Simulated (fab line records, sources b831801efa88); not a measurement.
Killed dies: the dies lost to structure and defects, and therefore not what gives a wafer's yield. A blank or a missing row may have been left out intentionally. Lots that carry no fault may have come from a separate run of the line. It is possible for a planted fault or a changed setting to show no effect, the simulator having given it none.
fab line records	flow gf180mcu
record lots=24	wafers=72	last-day=35
route steps=602 shown STI@1 POLY_GATE@167 V1@356 M2@368 V5@541 TOP_METAL@584
lots untouched by any fault: they come from a run of this same line in which no faults occurred
start-h: start of the lot's first displayed wafer, in hours after the record's first day	wait-h: hours since the lot's step before	" identical to the entry in the row above	L1.1+2: several wafers, shown together as one row	- no value present, or no start provided	* or withheld: withheld	< > ~ a bound
route shown NAME@n: names a module that has steps shown in the file, with the first one's number in the route	usual: mean/standard deviation taken from wafers without a fault	same: alike in all rows	chamber/n: place in a boat	sites: each site's reading	_std_site: standard deviation of those values	_edge_site: the outer-site mean with the inner-site mean subtracted	radius-mm: how far each site lies from the wafer's centre	mask NAME#n: copy n	behind: tool/chamber where the wafer was last shaped	hold: reason for holding the lot/hours on hold/outcome of the hold	device: whichever transistor did not switch (one of n, p or np)	end of line: tests of these same wafers at the route's end	step lacking rows: just its recipe	killed: count of dies lost to structure and defects at first sort (not the wafer's yield)	map: dies across one wafer; x = killed, . = not, _ = none there
set.NAME: the setting as run; set.NAME@STEP: as run at that earlier step	model.NAME: the simulator's own value behind a step, which no gauge read
one table for each step of the route and one row for each wafer, over a sample of lots
services: from which hour (start-h, from the record's first day; less than 0 if before it) a tool's chamber was out of use, for how many hours, and why
## steps
# step GF_STI_BOW_MEAS_00
# recipe mode=bow
# usual INCOMING_BOW=0/6.1
lot.wafer	tool	chamber	start-h	wait-h	INCOMING_BOW[um]
L074.2	film-metro-02	-	10.02	-	9
L074.3	"	-	"	"	-6
L074.4	"	-	"	"	-8
L075.4	film-metro-03	-	15.06	-	-15
L075.5	"	-	"	"	5
L075.6	"	-	"	"	-1
L076.1	film-metro-03	-	20.00	-	5
L076.2	"	-	"	"	-6
L076.3	"	-	"	"	2
L077.1	film-metro-03	-	25.00	-	4
L077.2	"	-	"	"	1
L077.4	"	-	"	"	4
L078.2	film-metro-03	-	30.02	-	-3
L078.4	"	-	"	"	0
L078.6	"	-	"	"	2
L079.1	film-metro-03	-	35.00	-	-8
L079.3	"	-	"	"	-4
L079.4	"	-	"	"	11
L080.1	film-metro-03	-	40.00	-	11
L080.2	"	-	"	"	17
L080.5	"	-	"	"	-1
L081.1	film-metro-03	-	45.00	-	-2
L081.5	"	-	"	"	-8
L081.6	"	-	"	"	7
L082.2	film-metro-03	-	50.02	-	1
L082.5	"	-	"	"	2
L082.6	"	-	"	"	1
L083.2	film-metro-03	-	55.02	-	-7
L083.4	"	-	"	"	4
L083.5	"	-	"	"	9
L084.2	film-metro-02	-	60.02	-	1
L084.4	"	-	"	"	4
L084.5	"	-	"	"	2
L085.2	film-metro-02	-	65.02	-	-5
L085.3	"	-	"	"	4
L085.6	"	-	"	"	-3
L086.2	film-metro-02	-	70.02	-	-1
L086.4	"	-	"	"	0
L086.6	"	-	"	"	1
L087.1	film-metro-02	-	75.00	-	2
L087.3	"	-	"	"	-10
L087.4	"	-	"	"	-6
L088.1	film-metro-01	-	80.00	-	2
L088.3	"	-	"	"	0
L088.4	"	-	"	"	10
L089.1	film-metro-03	-	85.00	-	7
L089.2	"	-	"	"	4
L089.5	"	-	"	"	-5
L090.4	film-metro-02	-	90.06	-	-14
L090.5	"	-	"	"	-6
L090.6	"	-	"	"	4
L091.1	film-metro-01	-	95.00	-	1
L091.3	"	-	"	"	0
L091.6	"	-	"	"	0
L092.3	film-metro-02	-	100.04	-	1
L092.4	"	-	"	"	6
L092.6	"	-	"	"	7
L093.1	film-metro-02	-	105.00	-	-1
L093.3	"	-	"	"	-6
L093.4	"	-	"	"	-1
L094.1	film-metro-02	-	110.00	-	-3
L094.2	"	-	"	"	-5
L094.3	"	-	"	"	-1
L095.1	film-metro-02	-	115.00	-	2
L095.3	"	-	"	"	-6
L095.6	"	-	"	"	2
L096.2	film-metro-01	-	120.02	-	-5
L096.4	"	-	"	"	-2
L096.5	"	-	"	"	-3
L097.3	film-metro-01	-	125.04	-	13
L097.5	"	-	"	"	4
L097.6	"	-	"	"	1
# step GF_POLY_GATE_CD_MEAS_10
# recipe target-cd-nm=280
# usual cd-nm=280.3/1
lot.wafer	tool	chamber	start-h	wait-h	cd-nm
L074.2	cd-sem-01	-	212.63	0.1	281.6
L074.3	"	-	"	"	280.9
L074.4	"	-	"	"	280.8
L075.4	cd-sem-01	-	215.92	0.1	279.3
L075.5	"	-	"	"	278.4
L075.6	"	-	"	"	278.3
L076.1	cd-sem-01	-	220.27	0.1	281.5
L076.2	"	-	"	"	280.8
L076.3	"	-	"	"	281.0
L077.1	cd-sem-02	-	232.97	0.1	279.2
L077.2	"	-	"	"	279.0
L077.4	"	-	"	"	280.1
L078.2	cd-sem-02	-	235.48	0.1	280.7
L078.4	"	-	"	"	280.9
L078.6	"	-	"	"	281.5
L079.1	cd-sem-01	-	244.01	0.1	280.4
L079.3	"	-	"	"	279.4
L079.4	"	-	"	"	279.9
L080.1	cd-sem-02	-	248.47	0.1	281.3
L080.2	"	-	"	"	280.3
L080.5	"	-	"	"	280.5
L081.1	cd-sem-02	-	262.12	0.1	281.2
L081.5	"	-	"	"	280.9
L081.6	"	-	"	"	280.4
L082.2	cd-sem-02	-	262.58	0.1	279.4
L082.5	"	-	"	"	279.5
L082.6	"	-	"	"	279.4
L083.2	cd-sem-02	-	274.24	0.1	279.2
L083.4	"	-	"	"	279.9
L083.5	"	-	"	"	280.4
L084.2	cd-sem-02	-	278.74	0.1	279.8
L084.4	"	-	"	"	280.3
L084.5	"	-	"	"	279.5
L085.2	cd-sem-01	-	287.89	0.1	280.2
L085.3	"	-	"	"	280.4
L085.6	"	-	"	"	281.0
L086.2	cd-sem-02	-	289.73	0.1	279.1
L086.4	"	-	"	"	278.8
L086.6	"	-	"	"	279.4
L087.1	cd-sem-01	-	299.37	0.1	280.8
L087.3	"	-	"	"	281.7
L087.4	"	-	"	"	282.4
L088.1	cd-sem-01	-	305.76	0.1	280.3
L088.3	"	-	"	"	282.4
L088.4	"	-	"	"	281.6
L089.1	cd-sem-02	-	312.37	0.1	282.7
L089.2	"	-	"	"	282.3
L089.5	"	-	"	"	281.6
L090.4	cd-sem-01	-	319.33	0.1	279.4
L090.5	"	-	"	"	279.5
L090.6	"	-	"	"	279.6
L091.1	cd-sem-02	-	328.47	0.1	279.9
L091.3	"	-	"	"	280.5
L091.6	"	-	"	"	279.4
L092.3	cd-sem-01	-	332.53	0.2	280.4
L092.4	"	-	"	"	279.4
L092.6	"	-	"	"	279.5
L093.1	cd-sem-01	-	338.07	0.1	279.9
L093.3	"	-	"	"	280.1
L093.4	"	-	"	"	279.6
L094.1	cd-sem-01	-	347.92	0.1	280.9
L094.2	"	-	"	"	281.8
L094.3	"	-	"	"	280.5
L095.1	cd-sem-02	-	353.87	0.1	280.0
L095.3	"	-	"	"	281.0
L095.6	"	-	"	"	280.6
L096.2	cd-sem-02	-	362.28	0.1	278.2
L096.4	"	-	"	"	279.0
L096.5	"	-	"	"	279.0
L097.3	cd-sem-02	-	371.71	0.1	279.4
L097.5	"	-	"	"	281.4
L097.6	"	-	"	"	280.6
# step GF_V1_SPUTTER_21
# recipe material=Ti	target-thk-nm=15	chamber-pressure-pa=5	power-w=2500	substrate-temp-c=200	time-s=80.02
# usual substrate-temp-c=199.99/0.16	throttle-valve-pct=29.7/1.1
lot.wafer	tool	chamber	start-h	wait-h	substrate-temp-c	throttle-valve-pct
L074.2	pvd-sputter-02	-	437.29	0.0	200.17	29.9
L074.3	"	-	"	"	199.97	29.7
L074.4	"	-	"	"	199.87	30.1
L075.4	pvd-sputter-01	-	446.77	0.0	200.12	28.7
L075.5	"	-	"	"	200.06	29.1
L075.6	"	-	"	"	199.88	30.3
L076.1	pvd-sputter-02	-	450.64	0.0	199.76	29.8
L076.2	"	-	"	"	199.80	30.5
L076.3	"	-	"	"	199.91	29.7
L077.1	pvd-sputter-01	-	466.49	0.0	200.06	30.5
L077.2	"	-	"	"	200.16	28.9
L077.4	"	-	"	"	200.07	30.3
L078.2	pvd-sputter-03	-	479.39	0.0	199.92	31.7
L078.4	"	-	"	"	199.98	27.5
L078.6	"	-	"	"	200.16	28.5
L079.1	pvd-sputter-02	-	486.94	0.0	200.26	29.6
L079.3	"	-	"	"	200.31	30.0
L079.4	"	-	"	"	199.91	30.2
L080.1	pvd-sputter-03	-	487.38	0.0	200.03	29.5
L080.2	"	-	"	"	199.75	27.6
L080.5	"	-	"	"	200.07	29.8
L081.1	pvd-sputter-03	-	503.73	0.0	199.75	28.9
L081.5	"	-	"	"	199.80	29.9
L081.6	"	-	"	"	199.67	28.1
L082.2	pvd-sputter-02	-	504.08	0.0	200.13	29.6
L082.5	"	-	"	"	199.89	29.7
L082.6	"	-	"	"	200.32	30.4
L083.2	pvd-sputter-01	-	517.69	0.0	199.83	31.0
L083.4	"	-	"	"	199.84	30.3
L083.5	"	-	"	"	199.84	30.5
L084.2	pvd-sputter-03	-	524.50	0.0	199.85	28.9
L084.4	"	-	"	"	199.97	27.4
L084.5	"	-	"	"	199.84	28.9
L085.2	pvd-sputter-03	-	534.53	0.0	200.15	29.0
L085.3	"	-	"	"	200.04	27.5
L085.6	"	-	"	"	200.27	28.8
L086.2	pvd-sputter-01	-	537.08	0.0	200.01	30.2
L086.4	"	-	"	"	199.88	30.3
L086.6	"	-	"	"	200.10	30.4
L087.1	pvd-sputter-02	-	545.29	0.0	199.99	30.2
L087.3	"	-	"	"	200.31	30.1
L087.4	"	-	"	"	199.91	29.9
L088.1	pvd-sputter-01	-	552.04	0.0	199.95	30.5
L088.3	"	-	"	"	199.99	30.2
L088.4	"	-	"	"	200.14	29.0
L089.1	pvd-sputter-02	-	563.36	0.0	199.90	29.9
L089.2	"	-	"	"	199.94	30.5
L089.5	"	-	"	"	199.93	30.1
L090.4	pvd-sputter-03	-	567.79	0.0	200.26	27.8
L090.5	"	-	"	"	200.29	27.5
L090.6	"	-	"	"	199.90	29.1
L091.1	pvd-sputter-01	-	575.73	0.0	199.98	29.9
L091.3	"	-	"	"	200.34	28.9
L091.6	"	-	"	"	200.20	30.2
L092.3	pvd-sputter-02	-	580.19	0.0	199.66	30.0
L092.4	"	-	"	"	199.93	29.6
L092.6	"	-	"	"	199.66	30.3
L093.1	pvd-sputter-03	-	584.02	0.0	199.90	27.7
L093.3	"	-	"	"	199.96	30.0
L093.4	"	-	"	"	200.01	28.9
L094.1	pvd-sputter-03	-	593.21	0.0	200.10	31.5
L094.2	"	-	"	"	199.99	29.7
L094.3	"	-	"	"	199.95	27.3
L095.1	pvd-sputter-03	-	600.08	0.0	200.01	27.6
L095.3	"	-	"	"	200.05	28.6
L095.6	"	-	"	"	199.93	27.6
L096.2	pvd-sputter-02	-	607.53	0.0	200.04	30.0
L096.4	"	-	"	"	200.10	30.3
L096.5	"	-	"	"	199.95	29.8
L097.3	pvd-sputter-03	-	617.53	0.0	199.77	29.5
L097.5	"	-	"	"	199.84	31.7
L097.6	"	-	"	"	199.95	29.8
# step GF_M2_THK_MEAS_06
# recipe thk-meas-gauge=xrf	reads=AlCu_of_M2_SPUTTER_02
# usual M2_ALCU_THK=445/5.5
lot.wafer	tool	chamber	start-h	wait-h	M2_ALCU_THK[nm]
L074.2	film-metro-02	-	438.33	0.1	439
L074.3	"	-	"	"	440
L074.4	"	-	"	"	442
L075.4	film-metro-02	-	447.84	0.1	443
L075.5	"	-	"	"	434
L075.6	"	-	"	"	443
L076.1	film-metro-02	-	451.67	0.1	439
L076.2	"	-	"	"	437
L076.3	"	-	"	"	444
L077.1	film-metro-03	-	467.64	0.1	448
L077.2	"	-	"	"	451
L077.4	"	-	"	"	446
L078.2	film-metro-04	-	480.43	0.1	440
L078.4	"	-	"	"	448
L078.6	"	-	"	"	446
L079.1	film-metro-04	-	487.97	0.1	446
L079.3	"	-	"	"	445
L079.4	"	-	"	"	444
L080.1	film-metro-02	-	488.42	0.1	452
L080.2	"	-	"	"	448
L080.5	"	-	"	"	451
L081.1	film-metro-03	-	504.77	0.1	445
L081.5	"	-	"	"	448
L081.6	"	-	"	"	447
L082.2	film-metro-02	-	505.13	0.1	448
L082.5	"	-	"	"	438
L082.6	"	-	"	"	447
L083.2	film-metro-04	-	518.73	0.1	442
L083.4	"	-	"	"	440
L083.5	"	-	"	"	443
L084.2	film-metro-02	-	525.55	0.1	450
L084.4	"	-	"	"	447
L084.5	"	-	"	"	446
L085.2	film-metro-04	-	535.72	0.1	445
L085.3	"	-	"	"	453
L085.6	"	-	"	"	450
L086.2	film-metro-04	-	538.17	0.1	446
L086.4	"	-	"	"	458
L086.6	"	-	"	"	456
L087.1	film-metro-04	-	546.32	0.1	453
L087.3	"	-	"	"	447
L087.4	"	-	"	"	452
L088.1	film-metro-03	-	553.07	0.1	444
L088.3	"	-	"	"	436
L088.4	"	-	"	"	444
L089.1	film-metro-04	-	564.44	0.1	442
L089.2	"	-	"	"	441
L089.5	"	-	"	"	441
L090.4	film-metro-04	-	568.85	0.1	451
L090.5	"	-	"	"	450
L090.6	"	-	"	"	446
L091.1	film-metro-04	-	576.77	0.1	447
L091.3	"	-	"	"	450
L091.6	"	-	"	"	449
L092.3	film-metro-02	-	581.24	0.1	446
L092.4	"	-	"	"	441
L092.6	"	-	"	"	441
L093.1	film-metro-04	-	585.05	0.1	443
L093.3	"	-	"	"	452
L093.4	"	-	"	"	451
L094.1	film-metro-02	-	594.25	0.1	441
L094.2	"	-	"	"	435
L094.3	"	-	"	"	444
L095.1	film-metro-03	-	601.11	0.1	451
L095.3	"	-	"	"	446
L095.6	"	-	"	"	447
L096.2	film-metro-02	-	608.58	0.1	436
L096.4	"	-	"	"	436
L096.5	"	-	"	"	434
L097.3	film-metro-03	-	618.58	0.1	440
L097.5	"	-	"	"	436
L097.6	"	-	"	"	441
# step GF_V5_THK_MEAS_01
# recipe reads=SiO2_of_V5_CVD_00
# usual V5_CVD_00_THK=298/3
lot.wafer	tool	chamber	start-h	wait-h	V5_CVD_00_THK[nm]
L074.2	film-metro-02	-	630.23	0.0	301
L074.3	"	-	"	"	298
L074.4	"	-	"	"	300
L076.1	film-metro-02	-	639.99	0.0	295
L076.2	"	-	"	"	299
L076.3	"	-	"	"	294
L075.4	film-metro-03	-	640.00	0.0	297
L075.5	"	-	"	"	295
L075.6	"	-	"	"	299
L077.1	film-metro-02	-	654.74	0.0	294
L077.2	"	-	"	"	299
L077.4	"	-	"	"	297
L078.2	film-metro-03	-	664.87	0.0	300
L078.4	"	-	"	"	296
L078.6	"	-	"	"	299
L079.1	film-metro-03	-	670.53	0.0	299
L079.3	"	-	"	"	300
L079.4	"	-	"	"	298
L080.1	film-metro-02	-	670.74	0.0	298
L080.2	"	-	"	"	301
L080.5	"	-	"	"	298
L081.1	film-metro-03	-	685.00	0.0	303
L081.5	"	-	"	"	295
L081.6	"	-	"	"	301
L082.2	film-metro-03	-	685.75	0.0	299
L082.5	"	-	"	"	300
L082.6	"	-	"	"	298
L083.2	film-metro-01	-	696.86	0.0	303
L083.4	"	-	"	"	301
L083.5	"	-	"	"	301
L084.2	film-metro-02	-	701.44	0.0	296
L084.4	"	-	"	"	296
L084.5	"	-	"	"	295
L085.2	film-metro-02	-	711.38	0.0	296
L085.3	"	-	"	"	301
L085.6	"	-	"	"	299
L086.2	film-metro-03	-	712.39	0.0	301
L086.4	"	-	"	"	296
L086.6	"	-	"	"	298
L087.1	film-metro-01	-	720.68	0.0	297
L087.3	"	-	"	"	299
L087.4	"	-	"	"	302
L088.1	film-metro-01	-	722.29	0.0	295
L088.3	"	-	"	"	295
L088.4	"	-	"	"	295
L089.1	film-metro-03	-	731.89	0.0	303
L089.2	"	-	"	"	303
L089.5	"	-	"	"	302
L090.4	film-metro-03	-	738.56	0.0	296
L090.5	"	-	"	"	302
L090.6	"	-	"	"	306
L091.1	film-metro-02	-	746.68	0.0	298
L091.3	"	-	"	"	296
L091.6	"	-	"	"	298
L092.3	film-metro-03	-	749.02	0.0	296
L092.4	"	-	"	"	293
L092.6	"	-	"	"	295
L093.1	film-metro-01	-	752.26	0.0	292
L093.3	"	-	"	"	301
L093.4	"	-	"	"	297
L094.1	film-metro-02	-	758.09	0.0	294
L094.2	"	-	"	"	294
L094.3	"	-	"	"	301
L095.1	film-metro-02	-	766.24	0.1	297
L095.3	"	-	"	"	297
L095.6	"	-	"	"	302
L096.2	film-metro-01	-	770.91	0.0	303
L096.4	"	-	"	"	304
L096.5	"	-	"	"	299
L097.3	film-metro-02	-	779.45	0.0	300
L097.5	"	-	"	"	303
L097.6	"	-	"	"	300
# step GF_TOP_METAL_STRIP_17
# recipe chemistry=O2/N2	power-w=1400	pressure-mtorr=1500	platen-temp-c=250	o2-flow-sccm=3000	n2-flow-sccm=300	overash-fraction=0.5
# usual drypump-motor-current-A=5.9/0.52	heater-power-w=328/12	oes-product-au=0.710/0.0048	strip-time-to-endpoint-s=13.20/0.07
lot.wafer	tool	chamber	start-h	wait-h	drypump-motor-current-A	heater-power-w	oes-product-au	rf-hours-counter-h	strip-time-to-endpoint-s
L074.2	plasma-asher-04	1	673.24	0.1	6.7	320	0.715	105	13.36
L074.3	"	0	"	"	6.1	345	0.713	-	13.35
L074.4	"	1	"	"	6.7	322	0.705	-	13.33
L075.4	plasma-asher-04	0	681.39	0.1	6.1	349	0.716	-	13.26
L075.5	"	0	"	"	6.1	351	0.705	-	13.18
L075.6	"	1	"	"	6.7	324	0.702	-	13.23
L076.1	plasma-asher-03	1	682.23	0.1	5.2	306	0.711	93	13.25
L076.2	"	0	"	"	6.2	333	0.709	93	13.34
L076.3	"	0	"	"	6.2	330	0.714	-	13.29
L077.1	plasma-asher-01	0	696.69	0.1	5.3	325	0.708	27	13.04
L077.2	"	1	"	"	5.9	331	0.705	27	13.19
L077.4	"	0	"	"	5.3	325	0.718	-	13.17
L078.2	plasma-asher-04	0	707.37	0.1	6.1	341	0.718	109	13.28
L078.4	"	1	"	"	6.7	317	0.704	-	13.22
L078.6	"	0	"	"	6.1	349	0.709	-	13.23
L079.1	plasma-asher-03	0	712.48	0.1	6.2	324	0.711	97	13.17
L079.3	"	0	"	"	6.2	324	0.713	-	13.25
L079.4	"	1	"	"	5.2	304	0.711	-	13.23
L080.1	plasma-asher-01	1	712.69	0.3	5.9	324	0.710	29	13.21
L080.2	"	0	"	"	5.2	324	0.708	29	13.15
L080.5	"	1	"	"	5.9	329	0.711	-	13.17
L081.1	plasma-asher-04	1	726.08	0.1	6.7	326	0.709	111	13.25
L081.5	"	0	"	"	6.0	354	0.699	-	13.23
L081.6	"	1	"	"	6.7	317	0.704	-	13.22
L082.2	plasma-asher-04	0	727.03	0.1	6.1	344	0.707	111	13.14
L082.5	"	0	"	"	6.1	356	0.716	-	13.15
L082.6	"	1	"	"	6.7	309	0.713	-	13.28
L083.2	plasma-asher-01	1	734.95	0.1	5.9	318	0.716	31	13.33
L083.4	"	0	"	"	5.2	338	0.703	-	13.14
L083.5	"	1	"	"	5.9	327	0.715	-	13.26
L084.2	plasma-asher-03	0	741.18	0.1	6.2	320	0.706	100	13.33
L084.4	"	1	"	"	5.2	313	0.710	-	13.29
L084.5	"	1	"	"	5.2	318	0.712	-	13.21
L085.2	plasma-asher-03	1	750.39	0.1	5.2	306	0.702	101	13.12
L085.3	"	1	"	"	5.2	310	0.710	-	13.16
L085.6	"	1	"	"	5.2	307	0.711	-	13.20
L086.2	plasma-asher-01	1	751.23	0.2	5.9	330	0.714	33	13.23
L086.4	"	0	"	"	5.2	329	0.710	-	13.23
L086.6	"	0	"	"	5.2	324	0.712	-	13.25
L087.1	plasma-asher-01	1	759.89	0.1	5.9	328	0.705	34	13.18
L087.3	"	0	"	"	5.2	330	0.706	-	13.19
L087.4	"	1	"	"	5.9	322	0.718	-	13.23
L088.1	plasma-asher-01	0	760.72	0.3	5.2	321	0.703	34	13.21
L088.3	"	0	"	"	5.2	328	0.712	-	13.21
L088.4	"	1	"	"	5.9	325	0.708	-	13.14
L089.1	plasma-asher-03	1	768.70	0.1	5.2	315	0.708	103	13.15
L089.2	"	0	"	"	6.2	330	0.706	103	13.22
L089.5	"	1	"	"	5.2	303	0.716	-	13.17
L090.4	plasma-asher-03	0	775.42	0.1	6.2	327	0.709	-	13.08
L090.5	"	0	"	"	6.2	327	0.710	-	13.20
L090.6	"	1	"	"	5.2	313	0.712	-	13.10
L091.1	plasma-asher-01	0	782.34	0.1	5.2	327	0.701	36	13.24
L091.3	"	0	"	"	5.2	326	0.712	-	13.09
L091.6	"	1	"	"	5.9	335	0.711	-	13.18
L092.3	plasma-asher-04	0	784.88	0.1	6.0	340	0.698	-	13.22
L092.4	"	1	"	"	6.7	337	0.702	-	13.25
L092.6	"	1	"	"	6.7	337	0.713	-	13.21
L093.1	plasma-asher-03	1	787.79	0.1	5.2	312	0.698	105	13.19
L093.3	"	1	"	"	5.2	303	0.715	-	13.31
L093.4	"	0	"	"	6.2	329	0.717	-	13.24
L094.1	plasma-asher-01	1	792.60	0.1	5.9	324	0.708	38	13.24
L094.2	"	0	"	"	5.2	333	0.709	38	13.17
L094.3	"	1	"	"	5.9	329	0.712	-	13.18
L095.1	plasma-asher-04	0	801.00	0.1	6.1	337	0.711	7	13.24
L095.3	"	1	"	"	6.7	347	0.714	-	13.03
L095.6	"	1	"	"	6.7	343	0.714	-	13.07
L096.2	plasma-asher-04	0	805.14	0.1	6.0	346	0.700	7	13.25
L096.4	"	0	"	"	6.1	340	0.711	-	13.25
L096.5	"	1	"	"	6.7	330	0.717	-	13.15
L097.3	plasma-asher-01	0	811.13	0.1	5.2	338	0.716	-	13.19
L097.5	"	1	"	"	5.9	327	0.709	-	13.12
L097.6	"	0	"	"	5.2	326	0.711	-	13.22
## services
tool	chamber	start-h	hours	kind
plasma-asher-01	-	421.25	9.0	pm
plasma-asher-04	-	453.79	4.3	pm
plasma-asher-01	-	481.89	3.3	repair
plasma-asher-04	-	508.60	14.6	pm
plasma-asher-04	-	526.80	0.8	repair
pvd-sputter-03	2	530.25	-	consumable-replace:kit
pvd-sputter-03	2	530.25	18.0	scheduled-down
pvd-sputter-03	2	530.25	18.0	vent-cycle
pvd-sputter-01	-	539.03	2.9	repair
plasma-asher-01	-	568.80	6.6	repair
plasma-asher-03	-	592.21	4.8	repair
pvd-sputter-01	-	593.55	0.6	repair
pvd-sputter-03	-	602.32	6.1	repair
plasma-asher-01	-	627.73	2.0	repair
pvd-sputter-02	-	632.31	5.7	repair
pvd-sputter-03	-	650.60	0.7	repair
pvd-sputter-01	-	662.82	0.5	repair
pvd-sputter-01	-	697.10	1.8	repair
plasma-asher-01	-	713.11	1.2	repair
plasma-asher-04	-	733.75	9.0	pm
plasma-asher-03	-	741.51	3.3	repair
pvd-sputter-03	1	774.38	-	consumable-replace:kit
plasma-asher-01	-	774.63	3.2	repair
plasma-asher-03	-	777.49	2.8	pm
## key
fault none
